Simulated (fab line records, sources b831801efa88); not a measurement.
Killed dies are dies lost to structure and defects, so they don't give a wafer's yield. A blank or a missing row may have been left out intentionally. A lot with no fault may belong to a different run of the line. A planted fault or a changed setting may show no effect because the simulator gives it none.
Problem report, 8D (eight disciplines) form, completed by code || flow sky130 || the parts of the form that need people (team, actions taken, sign-off) are left out

1. THE PROBLEM
At SKY_PAD_OPEN_PROBE_99, killed at other averages 47.2 over 9 wafers from 3 lots, while fault-free wafers read 0.4, standard deviation 0.71. That puts it +66 standard deviations away from the usual mean.
First observed at day 48 14:28: wafer L498.1, on prober-01. Wafers with a number at this step in the record: 12, from 4 lots. Rule for "out", or "out of limits": more than 4 standard deviations from the usual mean. Any other wafer with a number is counted as sound.

2. WHAT THIS IS AND IS NOT
{"question": "which readings at this step", "is": "killed at other, sort_bin_3_pad_short", "is not": "killed at front end, killed open"}
{"question": "which lots", "is": "L498, L501, L502", "is not": "L508"}
{"question": "which wafers of those lots", "is": "all that have a number", "is not": "-"}
{"question": "read on which tools", "is": "prober-01, prober-02", "is not": "-"}
{"question": "when", "is": "from day 48 14:28", "is not": "up to then (0 sound wafers); but 3 sound wafers of L508 came after"}

3. SUSPECTS, AND WHAT RULES EACH OUT
Counting: a tool at any process step up to the reading remains a suspect when it ran all the lots that are out and ran no sound lot after the first of those.
- wet bench-03 at SKY_PAD_OPEN_CLEAN_10 (cleans in IPA, time 180 s): kept. It ran every lot that is out, first L498 (day 48 12:41), and no sound lot after that.
Left after counting: wet bench-03 at SKY_PAD_OPEN_CLEAN_10.

4. THE CAUSE (what the simulator had put in)
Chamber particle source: wet bench-03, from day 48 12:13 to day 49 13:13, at SKY_PAD_OPEN_CLEAN_10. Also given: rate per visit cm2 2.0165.
Counting left only this tool.

5. SEQUENCE OF EFFECTS, ordered by route
Rows list readings where the struck wafers' mean (over those with a number) sits beyond 3 standard deviations from the usual. Only readings for which the record gives a usual standard deviation are gone through. hours: the time from each lot's start at the first step in this table that gives one to its start at this step, as a median over the lots. sigmas: the change in usual standard deviations.
{"hours": 0, "step": "SKY_PAD_OPEN_PROBE_99", "reading": "defect limited yield", "usual": "82.6 %", "on struck wafers": 74.5, "change": -8.1, "sigmas": -4.1}
{"hours": 0, "step": "SKY_PAD_OPEN_PROBE_99", "reading": "killed at other", "usual": 0.4, "on struck wafers": 47.2, "change": "+46.8", "sigmas": "+66"}
{"hours": 0, "step": "SKY_PAD_OPEN_PROBE_99", "reading": "killed dies", "usual": 85, "on struck wafers": 126, "change": "+41", "sigmas": "+4.2"}
{"hours": 0, "step": "SKY_PAD_OPEN_PROBE_99", "reading": "sort_bin_3_pad_short", "usual": "0.9 %", "on struck wafers": 4.0, "change": "+3.1", "sigmas": "+6.6"}
{"hours": 0, "step": "SKY_PAD_OPEN_PROBE_99", "reading": "sort_bin_5_function", "usual": "10.3 %", "on struck wafers": 14.8, "change": "+4.5", "sigmas": "+3.4"}
{"hours": 0, "step": "SKY_PAD_OPEN_PROBE_99", "reading": "sort n pass", "usual": 407, "on struck wafers": 366, "change": -41, "sigmas": -4.2}
{"hours": 0, "step": "SKY_PAD_OPEN_PROBE_99", "reading": "sort yield pct", "usual": "82.6 %", "on struck wafers": 74.5, "change": -8.1, "sigmas": -4.1}
The process steps in it:
- SKY_PAD_OPEN_PROBE_99

6. WHAT WOULD HAVE CAUGHT IT SOONER
The fault began at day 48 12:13; the first out-of-limits reading in this record came at day 48 14:28, 2 hours later.
L501, L502, from the lots that are out (3), started SKY_PAD_OPEN_CLEAN_10 on wet bench-03 later than day 48 14:28. A hold on the tool at that time would have spared those 2.
